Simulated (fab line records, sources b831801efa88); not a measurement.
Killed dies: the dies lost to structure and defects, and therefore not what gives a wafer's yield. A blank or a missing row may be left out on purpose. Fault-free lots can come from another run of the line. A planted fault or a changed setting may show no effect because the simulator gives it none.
What tool caused it? :: flow sky130 :: 15 lots with 45 wafers sampled at 6 steps, on a route of 708 steps

## WHAT THE GAUGES READ, wafer by wafer
SKY_CONTACT_RS_MEAS_25: the measuring method here is four-point-probe.
lot: L969
measured: day 33 02:20
on: film-metro-04
CONTACT_W_RS (ohm/sq): 0.333 0.331 0.332

lot: L970
measured: day 33 04:27
on: film-metro-03
CONTACT_W_RS (ohm/sq): 0.337 0.334 0.337

lot: L972
measured: day 33 16:55
on: film-metro-04
CONTACT_W_RS (ohm/sq): 0.329 0.329 0.332

lot: L971
measured: day 33 21:22
on: film-metro-03
CONTACT_W_RS (ohm/sq): 0.340 0.328 0.336

lot: L973
measured: day 34 00:59
on: film-metro-03
CONTACT_W_RS (ohm/sq): 0.332 0.334 0.331

lot: L975
measured: day 34 21:35
on: film-metro-02
CONTACT_W_RS (ohm/sq): 0.331 0.329 0.335

lot: L976
measured: day 35 02:43
on: film-metro-04
CONTACT_W_RS (ohm/sq): 0.333 0.337 0.333

lot: L977
measured: day 35 07:04
on: film-metro-04
CONTACT_W_RS (ohm/sq): 0.337 0.334 0.341

lot: L981
measured: day 36 23:42
on: film-metro-02
CONTACT_W_RS (ohm/sq): 0.336 0.331 0.336

lot: L982
measured: day 37 05:19
on: film-metro-03
CONTACT_W_RS (ohm/sq): 0.337 0.338 0.331

lot: L983
measured: day 37 12:31
on: film-metro-03
CONTACT_W_RS (ohm/sq): 0.332 0.335 0.331

lot: L987
measured: day 38 11:47
on: film-metro-02
CONTACT_W_RS (ohm/sq): 0.336 0.332 0.334

lot: L988
measured: day 38 16:08
on: film-metro-04
CONTACT_W_RS (ohm/sq): 0.330 0.332 0.331

lot: L990
measured: day 39 10:35
on: film-metro-04
CONTACT_W_RS (ohm/sq): 0.338 0.333 0.335

lot: L992
measured: day 39 15:22
on: film-metro-04
CONTACT_W_RS (ohm/sq): 0.334 0.334 0.334

SKY_METAL1_RS_MEAS_05: the measuring method here is four-point-probe.
lot: L969
measured: day 33 02:57
on: film-metro-04
METAL1_ALCU_RS (ohm/sq): 0.1267 0.1293 0.1296

lot: L970
measured: day 33 05:04
on: film-metro-04
METAL1_ALCU_RS (ohm/sq): 0.1280 0.1251 0.1271

lot: L972
measured: day 33 17:32
on: film-metro-04
METAL1_ALCU_RS (ohm/sq): 0.1310 0.1282 0.1278

lot: L971
measured: day 33 21:59
on: film-metro-01
METAL1_ALCU_RS (ohm/sq): 0.1284 0.1273 0.1270

lot: L973
measured: day 34 01:37
on: film-metro-03
METAL1_ALCU_RS (ohm/sq): 0.1266 0.1264 0.1257

lot: L975
measured: day 34 22:12
on: film-metro-04
METAL1_ALCU_RS (ohm/sq): 0.1242 0.1263 0.1270

lot: L976
measured: day 35 03:20
on: film-metro-01
METAL1_ALCU_RS (ohm/sq): 0.1270 0.1268 0.1266

lot: L977
measured: day 35 07:41
on: film-metro-04
METAL1_ALCU_RS (ohm/sq): 0.1250 0.1256 0.1259

lot: L981
measured: day 37 00:19
on: film-metro-01
METAL1_ALCU_RS (ohm/sq): 0.0752 0.0753 0.0754

lot: L982
measured: day 37 05:56
on: film-metro-04
METAL1_ALCU_RS (ohm/sq): 0.1260 0.0753 0.0758

lot: L983
measured: day 37 13:39
on: film-metro-01
METAL1_ALCU_RS (ohm/sq): 0.1284 0.1277 0.0760

lot: L987
measured: day 38 12:25
on: film-metro-01
METAL1_ALCU_RS (ohm/sq): 0.1262 0.1289 0.1259

lot: L988
measured: day 38 16:46
on: film-metro-04
METAL1_ALCU_RS (ohm/sq): 0.1271 0.1263 0.1255

lot: L990
measured: day 39 11:12
on: film-metro-04
METAL1_ALCU_RS (ohm/sq): 0.1278 0.1270 0.1277

lot: L992
measured: day 39 15:59
on: film-metro-01
METAL1_ALCU_RS (ohm/sq): 0.1261 0.1256 0.1272

SKY_METAL1_THK_MEAS_06: measures by xrf.
lot: L969
measured: day 33 03:04
on: film-metro-04
METAL1_ALCU_THK (nm): 244 238 238

lot: L970
measured: day 33 05:10
on: film-metro-04
METAL1_ALCU_THK (nm): 243 248 245

lot: L972
measured: day 33 17:40
on: film-metro-04
METAL1_ALCU_THK (nm): 238 241 241

lot: L971
measured: day 33 22:05
on: film-metro-01
METAL1_ALCU_THK (nm): 246 248 249

lot: L973
measured: day 34 01:44
on: film-metro-03
METAL1_ALCU_THK (nm): 249 249 247

lot: L975
measured: day 34 22:18
on: film-metro-04
METAL1_ALCU_THK (nm): 250 245 245

lot: L976
measured: day 35 03:28
on: film-metro-01
METAL1_ALCU_THK (nm): 248 247 250

lot: L977
measured: day 35 07:49
on: film-metro-04
METAL1_ALCU_THK (nm): 250 248 248

lot: L981
measured: day 37 00:25
on: film-metro-01
METAL1_ALCU_THK (nm): 414 413 417

lot: L982
measured: day 37 06:03
on: film-metro-04
METAL1_ALCU_THK (nm): 247 409 407

lot: L983
measured: day 37 13:46
on: film-metro-01
METAL1_ALCU_THK (nm): 248 246 412

lot: L987
measured: day 38 12:32
on: film-metro-01
METAL1_ALCU_THK (nm): 248 244 249

lot: L988
measured: day 38 16:53
on: film-metro-04
METAL1_ALCU_THK (nm): 246 247 248

lot: L990
measured: day 39 11:19
on: film-metro-04
METAL1_ALCU_THK (nm): 243 246 244

lot: L992
measured: day 39 16:07
on: film-metro-01
METAL1_ALCU_THK (nm): 250 252 250

## EACH LOT AND THE TOOL THAT RAN IT (in order: tool; ch and the chambers of the sampled wafers; start)
lot: L969
SKY_CONTACT_ETCH_16: rie-diel-04 ch 0,1,2, day 33 01:17
SKY_CONTACT_CVD_24: cvd-w-02 ch 0, day 33 02:08
SKY_METAL1_SPUTTER_02: pvd-sputter-01, day 33 02:50

lot: L970
SKY_CONTACT_ETCH_16: rie-diel-04 ch 0,1,3, day 33 03:22
SKY_CONTACT_CVD_24: cvd-w-01 ch 0, day 33 04:16
SKY_METAL1_SPUTTER_02: pvd-sputter-01, day 33 04:56

lot: L972
SKY_CONTACT_ETCH_16: rie-diel-02 ch 0,1,3, day 33 16:01
SKY_CONTACT_CVD_24: cvd-w-02 ch 0,1, day 33 16:48
SKY_METAL1_SPUTTER_02: pvd-sputter-04, day 33 17:27

lot: L971
SKY_CONTACT_ETCH_16: rie-diel-02 ch 0,1,2, day 33 20:26
SKY_CONTACT_CVD_24: cvd-w-01 ch 0,1, day 33 21:14
SKY_METAL1_SPUTTER_02: pvd-sputter-04, day 33 21:52

lot: L973
SKY_CONTACT_ETCH_16: rie-diel-01 ch 0,2,3, day 34 00:05
SKY_CONTACT_CVD_24: cvd-w-02 ch 0, day 34 00:53
SKY_METAL1_SPUTTER_02: pvd-sputter-03, day 34 01:31

lot: L975
SKY_CONTACT_ETCH_16: rie-diel-04 ch 0,2, day 34 20:38
SKY_CONTACT_CVD_24: cvd-w-02 ch 0,1, day 34 21:28
SKY_METAL1_SPUTTER_02: pvd-sputter-01, day 34 22:04

lot: L976
SKY_CONTACT_ETCH_16: rie-diel-02 ch 0,1, day 35 01:49
SKY_CONTACT_CVD_24: cvd-w-02 ch 0,1, day 35 02:37
SKY_METAL1_SPUTTER_02: pvd-sputter-03, day 35 03:15

lot: L977
SKY_CONTACT_ETCH_16: rie-diel-04 ch 1,3, day 35 06:10
SKY_CONTACT_CVD_24: cvd-w-02 ch 0,1, day 35 06:58
SKY_METAL1_SPUTTER_02: pvd-sputter-01, day 35 07:35

lot: L981
SKY_CONTACT_ETCH_16: rie-diel-04 ch 1,2,3, day 36 22:44
SKY_CONTACT_CVD_24: cvd-w-01 ch 0,1, day 36 23:34
SKY_METAL1_SPUTTER_02: pvd-sputter-01, day 37 00:10

lot: L982
SKY_CONTACT_ETCH_16: rie-diel-01 ch 1,2, day 37 04:23
SKY_CONTACT_CVD_24: cvd-w-02 ch 0,1, day 37 05:12
SKY_METAL1_SPUTTER_02: pvd-sputter-01, day 37 05:50

lot: L983
SKY_CONTACT_ETCH_16: rie-diel-02 ch 0,2, day 37 11:34
SKY_CONTACT_CVD_24: cvd-w-02 ch 0,1, day 37 12:25
SKY_METAL1_SPUTTER_02: pvd-sputter-01, day 37 13:34

lot: L987
SKY_CONTACT_ETCH_16: rie-diel-02 ch 1,2,3, day 38 10:35
SKY_CONTACT_CVD_24: cvd-w-02 ch 0,1, day 38 11:41
SKY_METAL1_SPUTTER_02: pvd-sputter-04, day 38 12:19

lot: L988
SKY_CONTACT_ETCH_16: rie-diel-04 ch 2,3, day 38 15:14
SKY_CONTACT_CVD_24: cvd-w-02 ch 0,1, day 38 16:02
SKY_METAL1_SPUTTER_02: pvd-sputter-03, day 38 16:40

lot: L990
SKY_CONTACT_ETCH_16: rie-diel-04 ch 0,1,2, day 39 09:35
SKY_CONTACT_CVD_24: cvd-w-01 ch 0,1, day 39 10:28
SKY_METAL1_SPUTTER_02: pvd-sputter-04, day 39 11:07

lot: L992
SKY_CONTACT_ETCH_16: rie-diel-01 ch 0,1,2, day 39 14:02
SKY_CONTACT_CVD_24: cvd-w-01 ch 0,1, day 39 15:16
SKY_METAL1_SPUTTER_02: pvd-sputter-01, day 39 15:54
- SKY_CONTACT_ETCH_16: etches BARC in N2/H2, stops on SiO2, time 45.9 s, target depth 60 nm.
- SKY_CONTACT_CVD_24: deposits W, target thk 340 nm, time 102.12 s.
- SKY_METAL1_SPUTTER_02: material AlCu, target thk 250 nm, time 13.3 s.

## WHAT THE TOOLS THEMSELVES READ (means of the sampled wafers that have a number; where no wafer has one, the mark that the record gives instead)
SKY_CONTACT_ETCH_16.
lot: L969
tool: rie-diel-04
drypump-motor-current-A (A): 5.60
oes-product-au (a.u.): 0.860
throttle-valve-pct (%): 13.225

lot: L970
tool: rie-diel-04
drypump-motor-current-A (A): 5.59
oes-product-au (a.u.): 0.858
throttle-valve-pct (%): 13.222

lot: L972
tool: rie-diel-02
drypump-motor-current-A (A): 5.64
oes-product-au (a.u.): 0.854
throttle-valve-pct (%): 13.227

lot: L971
tool: rie-diel-02
drypump-motor-current-A (A): 5.67
oes-product-au (a.u.): 0.858
throttle-valve-pct (%): 13.221

lot: L973
tool: rie-diel-01
drypump-motor-current-A (A): 5.82
oes-product-au (a.u.): 0.855
throttle-valve-pct (%): 13.225

lot: L975
tool: rie-diel-04
drypump-motor-current-A (A): 5.43
oes-product-au (a.u.): 0.859
throttle-valve-pct (%): 13.228

lot: L976
tool: rie-diel-02
drypump-motor-current-A (A): 5.58
oes-product-au (a.u.): 0.859
throttle-valve-pct (%): 13.228

lot: L977
tool: rie-diel-04
drypump-motor-current-A (A): 5.60
oes-product-au (a.u.): 0.856
throttle-valve-pct (%): 13.227

lot: L981
tool: rie-diel-04
drypump-motor-current-A (A): 5.59
oes-product-au (a.u.): 0.854
throttle-valve-pct (%): 13.234

lot: L982
tool: rie-diel-01
drypump-motor-current-A (A): 6.19
oes-product-au (a.u.): 0.854
throttle-valve-pct (%): 13.225

lot: L983
tool: rie-diel-02
drypump-motor-current-A (A): 5.73
oes-product-au (a.u.): 0.855
throttle-valve-pct (%): 13.223

lot: L987
tool: rie-diel-02
drypump-motor-current-A (A): 5.53
oes-product-au (a.u.): 0.853
throttle-valve-pct (%): 13.233

lot: L988
tool: rie-diel-04
drypump-motor-current-A (A): 5.47
oes-product-au (a.u.): 0.855
throttle-valve-pct (%): 13.223

lot: L990
tool: rie-diel-04
drypump-motor-current-A (A): 5.61
oes-product-au (a.u.): 0.858
throttle-valve-pct (%): 13.218

lot: L992
tool: rie-diel-01
drypump-motor-current-A (A): 6.09
oes-product-au (a.u.): 0.854
throttle-valve-pct (%): 13.216

SKY_CONTACT_CVD_24.
lot: L969
tool: cvd-w-02
heater-power-w (W): 866

lot: L970
tool: cvd-w-01
heater-power-w (W): 760

lot: L972
tool: cvd-w-02
heater-power-w (W): 813

lot: L971
tool: cvd-w-01
heater-power-w (W): 837

lot: L973
tool: cvd-w-02
heater-power-w (W): 874

lot: L975
tool: cvd-w-02
heater-power-w (W): 836

lot: L976
tool: cvd-w-02
heater-power-w (W): 813

lot: L977
tool: cvd-w-02
heater-power-w (W): 819

lot: L981
tool: cvd-w-01
heater-power-w (W): 841

lot: L982
tool: cvd-w-02
heater-power-w (W): 841

lot: L983
tool: cvd-w-02
heater-power-w (W): 837

lot: L987
tool: cvd-w-02
heater-power-w (W): 845

lot: L988
tool: cvd-w-02
heater-power-w (W): 848

lot: L990
tool: cvd-w-01
heater-power-w (W): 823

lot: L992
tool: cvd-w-01
heater-power-w (W): 788

SKY_METAL1_SPUTTER_02.
lot: L969
tool: pvd-sputter-01
throttle-valve-pct (%): 30.4

lot: L970
tool: pvd-sputter-01
throttle-valve-pct (%): 30.5

lot: L972
tool: pvd-sputter-04
throttle-valve-pct (%): 30.0

lot: L971
tool: pvd-sputter-04
throttle-valve-pct (%): 30.2

lot: L973
tool: pvd-sputter-03
throttle-valve-pct (%): 29.8

lot: L975
tool: pvd-sputter-01
throttle-valve-pct (%): 28.9

lot: L976
tool: pvd-sputter-03
throttle-valve-pct (%): 30.1

lot: L977
tool: pvd-sputter-01
throttle-valve-pct (%): 29.6

lot: L981
tool: pvd-sputter-01
throttle-valve-pct (%): 29.3

lot: L982
tool: pvd-sputter-01
throttle-valve-pct (%): 29.8

lot: L983
tool: pvd-sputter-01
throttle-valve-pct (%): 29.8

lot: L987
tool: pvd-sputter-04
throttle-valve-pct (%): 30.2

lot: L988
tool: pvd-sputter-03
throttle-valve-pct (%): 29.9

lot: L990
tool: pvd-sputter-04
throttle-valve-pct (%): 30.7

lot: L992
tool: pvd-sputter-01
throttle-valve-pct (%): 29.8

## THE ANSWER, worked out from the rows above alone
Rule: the usual values come from the lots themselves. The widest of any qualifying gaps counts: lots, ordered by their means at a reading, are off when they make up no more than a third of the lots, leave a main group of 4 or more, and stand apart from it by 3 or more times the standard deviation of that group's means. The tables above print the reading to a certain number of digits; a main group whose means all agree to those digits is not used. A lot without any number at a reading at which 4 lots or more have one is off too. All remaining lots with rows at the step are treated as sound. First the gauges in route order, then the tools' own readings, where a lot's mean is used as printed above. At the first step where some lot is off, the reading lying furthest off is the one used; lots without a number count as furthest.
Off: L981, L982, L983, at SKY_METAL1_RS_MEAS_05 (METAL1_ALCU_RS). Main group: mean 0.1269 ohm/sq, sd 0.001.
A tool fits if, at a process step before that reading, it ran every lot that is off, and no sound lot after the first of them. Those tools and the gauges at SKY_METAL1_RS_MEAS_05 are tried in the same way. None of those tried fits.

## WHAT HAD BEEN PUT IN BY THE SIMULATOR
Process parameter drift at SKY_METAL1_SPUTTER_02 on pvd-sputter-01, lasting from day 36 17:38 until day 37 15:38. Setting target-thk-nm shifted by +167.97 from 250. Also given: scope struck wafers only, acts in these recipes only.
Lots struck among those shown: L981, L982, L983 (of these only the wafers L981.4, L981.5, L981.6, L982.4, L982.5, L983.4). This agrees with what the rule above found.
